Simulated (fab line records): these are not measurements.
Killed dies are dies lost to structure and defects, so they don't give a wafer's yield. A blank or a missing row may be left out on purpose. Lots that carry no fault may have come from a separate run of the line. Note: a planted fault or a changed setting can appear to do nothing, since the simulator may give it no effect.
Chamber matching ; flow sky130 ; 4 sister chambers for SKY_METAL3_ETCH_17 on rie_diel-01
The step etches SiO2 in C4F8/O2/Ar, stops on TiN, time 3.9 s, target depth 15 nm. 22 wafers are shown with their chamber, then 11 later ones without.

WAFERS PAIRED WITH THEIR CHAMBERS
wafer;chamber;rf_fwd_power_W (W);oes_product_au (a.u.)
L074.4;0;1468;0.746
L074.5;3;1471;0.748
L074.6;2;1453;0.765
L076.1;2;1462;0.743
L076.5;1;1468;0.758
L076.6;0;1467;0.767
L078.1;1;1467;0.753
L078.3;0;1468;0.740
L078.5;3;1479;0.754
L079.2;2;1458;0.757
L079.3;3;1474;0.747
L079.4;1;1465;0.756
L085.1;2;1465;0.749
L085.3;0;1456;0.735
L085.6;0;1468;0.752
L087.2;3;1483;0.753
L087.3;0;1467;0.747
L087.4;2;1457;0.754
L088.1;0;1474;0.751
L088.4;1;1464;0.757
L088.5;3;1482;0.761
L090.1;0;1473;0.744

SIGNATURES (averages over the wafers above)
reading;chamber 0;chamber 1;chamber 2;chamber 3;scatter within a chamber
rf_fwd_power_W;1467.62;1466.00;1459.00;1477.80;4.76
oes_product_au;0.74775;0.75600;0.75360;0.75260;0.00765
Rule: a wafer's distance from a chamber is the root of the sum, over the readings, of the square of ((its reading less the chamber's mean) divided by the reading's scatter). The wafer belongs to the nearest chamber; if the next one is less than 2 further off, it can't be placed. The scatter: take each reading less its chamber's mean, square it, sum over the shown wafers, divide by the number of wafers less the number of chambers, and take the root.

WAFERS WITHOUT THEIR CHAMBER
wafer;rf_fwd_power_W (W);oes_product_au (a.u.)
L090.2;1461;0.743
L090.3;1479;0.740
L092.3;1475;0.750
L092.4;1466;0.756
L092.5;1473;0.762
L095.1;1475;0.749
L095.2;1466;0.751
L095.4;1472;0.752
L096.4;1467;0.758
L096.5;1459;0.758
L096.6;1470;0.766

WHICH CHAMBER EACH WENT THROUGH
wafer;from the rows above;in truth
L090.2;can't be placed: 2 or 0 or 1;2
L090.3;can't be placed: 3 or 0 or 1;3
L092.3;can't be placed: 3 or 0 or 1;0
L092.4;can't be placed: 1 or 0 or 2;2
L092.5;can't be placed: 3 or 1 or 0 or 2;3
L095.1;can't be placed: 3 or 0 or 1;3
L095.2;can't be placed: 0 or 1 or 2 or 3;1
L095.4;can't be placed: 0 or 3 or 1 or 2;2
L096.4;can't be placed: 1 or 0 or 2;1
L096.5;can't be placed: 2 or 1 or 0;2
L096.6;can't be placed: 1 or 3 or 0 or 2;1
Correct placement for 0 of the 11. These rows do not allow placing 11 (true chamber among the candidates in 11). Placed wrongly: 0.
